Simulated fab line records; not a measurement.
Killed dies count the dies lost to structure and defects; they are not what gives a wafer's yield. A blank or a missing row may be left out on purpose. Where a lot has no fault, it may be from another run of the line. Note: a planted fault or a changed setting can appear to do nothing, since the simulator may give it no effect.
Which of the tools did it? | flow gf180mcu | 12 lots, 36 wafers sampled, at 1 step of a route of 602

WHAT THE GAUGES SHOWED, per wafer
GF_V4_CD_MEAS_14: target cd 260 nm.
lot  | measured     | on        | cd nm (nm)
L934 | day 24 07:37 | cd sem-01 | 262.8 260.4 261.0
L935 | day 24 16:43 | cd sem-01 | 260.6 260.6 260.9
L936 | day 25 02:51 | cd sem-01 | 261.6 260.5 260.7
L938 | day 25 16:46 | cd sem-01 | 261.4 260.7 261.0
L940 | day 26 10:22 | cd sem-02 | 260.6 260.2 260.8
L941 | day 26 15:37 | cd sem-01 | 259.5 259.8 258.9
L944 | day 27 16:37 | cd sem-02 | 258.2 258.7 259.5
L948 | day 29 00:32 | cd sem-01 | 259.9 260.2 259.4
L950 | day 29 20:33 | cd sem-02 | 257.8 258.2 256.8
L954 | day 30 15:02 | cd sem-02 | 261.7 262.1 261.0
L955 | day 30 20:26 | cd sem-01 | 258.8 257.3 257.5
L956 | day 31 06:34 | cd sem-01 | 259.6 260.4 260.1

EACH LOT AND THE TOOL THAT RAN IT (in order: tool; ch and the chambers of the sampled wafers; start)
Record: no process step prior to these readings.

WHAT THE TOOLS THEMSELVES READ (means of the sampled wafers that have a number; where no wafer has one, the mark that the record gives instead)
The record holds no such reading with a usual standard deviation.

THE ANSWER, worked out from the rows above alone
Rule: the lots themselves supply what counts as usual. The widest of any qualifying gaps counts: lots, ordered by their means at a reading, are off when they make up no more than a third of the lots, leave a main group of 4 or more, and stand apart from it by 3 or more times the standard deviation of that group's means. A main group is skipped when, at the precision printed for the reading in the tables above, its means are all equal. Also off: a lot with no number at a reading for which 4 or more lots have one. Any other lot the step has rows for is counted as sound. The gauges are gone through in route order, then the tools' own readings, and for those a lot's mean is taken as printed above. The first step at which some lot is off is used, and at that step the reading that is off furthest; a lot without a number counts as furthest.
No lot is off on any of the readings shown, so nothing can be concluded from this.

WHAT WAS PUT IN BY THE SIMULATOR
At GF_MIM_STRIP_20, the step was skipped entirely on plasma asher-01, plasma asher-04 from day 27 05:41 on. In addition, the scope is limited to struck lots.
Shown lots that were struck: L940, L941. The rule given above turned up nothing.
